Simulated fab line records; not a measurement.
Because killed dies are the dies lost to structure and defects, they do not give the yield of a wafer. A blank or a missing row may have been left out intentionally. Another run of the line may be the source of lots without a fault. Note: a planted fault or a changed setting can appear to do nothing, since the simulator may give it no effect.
Chamber matching | flow sky130 | SKY_VIA3_CMP_24 on cmp-01: 4 sister chambers
The step polishes, stops on SiO2, t overpolish 20 s, target thk 0 nm. 16 wafers are shown with their chamber, then 8 later ones without.

== WAFERS, EACH WITH ITS CHAMBER ==
wafer  | chamber | motor current A (A) | time to endpoint s (s) | overpolish run s (s)
L552.1 | 0       | 10.7                | 85                     | 19.996
L552.3 | 3       | 8.7                 | 88                     | 20.016
L552.5 | 3       | 8.9                 | 87                     | 19.990
L553.2 | 0       | 10.7                | 87                     | 20.011
L553.3 | 2       | 12.8                | 91                     | 19.995
L553.5 | 0       | 11.0                | 85                     | 19.995
L554.2 | 2       | 13.2                | 95                     | 19.984
L554.5 | 3       | 8.5                 | 89                     | 20.004
L554.6 | 0       | 10.8                | 89                     | 20.006
L557.2 | 2       | 12.3                | 95                     | 19.998
L557.4 | 0       | 11.4                | 86                     | 19.987
L557.5 | 0       | 11.3                | 92                     | 20.006
L560.1 | 2       | 12.1                | 97                     | 20.009
L560.2 | 1       | 12.3                | 92                     | 19.991
L560.5 | 3       | 8.6                 | 90                     | 19.988
L563.2 | 1       | 13.5                | 87                     | 19.988

SIGNATURES (averages over the wafers above)
reading            | chamber 0 | chamber 1 | chamber 2 | chamber 3 | scatter within a chamber
motor current A    | 10.983    | 12.900    | 12.600    | 8.675     | 0.41
time to endpoint s | 87.33     | 89.50     | 94.50     | 88.50     | 2.48
overpolish run s   | 20.00017  | 19.98950  | 19.99650  | 19.99950  | 0.0102
Rule: a wafer's distance from a chamber is the root of the sum, over the readings, of the square of ((its reading less the chamber's mean) divided by the reading's scatter). If the next closest chamber is less than 2 further off than the closest, the wafer can't be placed; otherwise it belongs to the closest. The scatter: take each reading less its chamber's mean, square it, sum over the shown wafers, divide by the number of wafers less the number of chambers, and take the root.

== WAFERS WITH NO CHAMBER GIVEN ==
wafer  | motor current A (A) | time to endpoint s (s) | overpolish run s (s)
L563.3 | 12.8                | 95                     | 20.006
L563.6 | 11.0                | 87                     | 19.991
L567.1 | 8.2                 | 88                     | 20.008
L567.2 | 12.5                | 90                     | 19.987
L567.4 | 11.5                | 86                     | 20.000
L572.2 | 8.3                 | 88                     | 19.995
L572.3 | 10.9                | 94                     | 19.988
L572.4 | 13.1                | 93                     | 19.990

== WHICH CHAMBER EACH ONE RAN IN ==
wafer  | from the rows above     | in truth
L563.3 | can't be placed: 2 or 1 | 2
L563.6 | 0                       | 0
L567.1 | 3                       | 3
L567.2 | can't be placed: 1 or 2 | 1
L567.4 | 0                       | 0
L572.2 | 3                       | 3
L572.3 | can't be placed: 0 or 2 | 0
L572.4 | can't be placed: 1 or 2 | 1
Correct placement for 4 of the 8. Unplaceable from these rows: 4, with the true chamber sitting among the candidates in 4. Wrongly placed: 0.
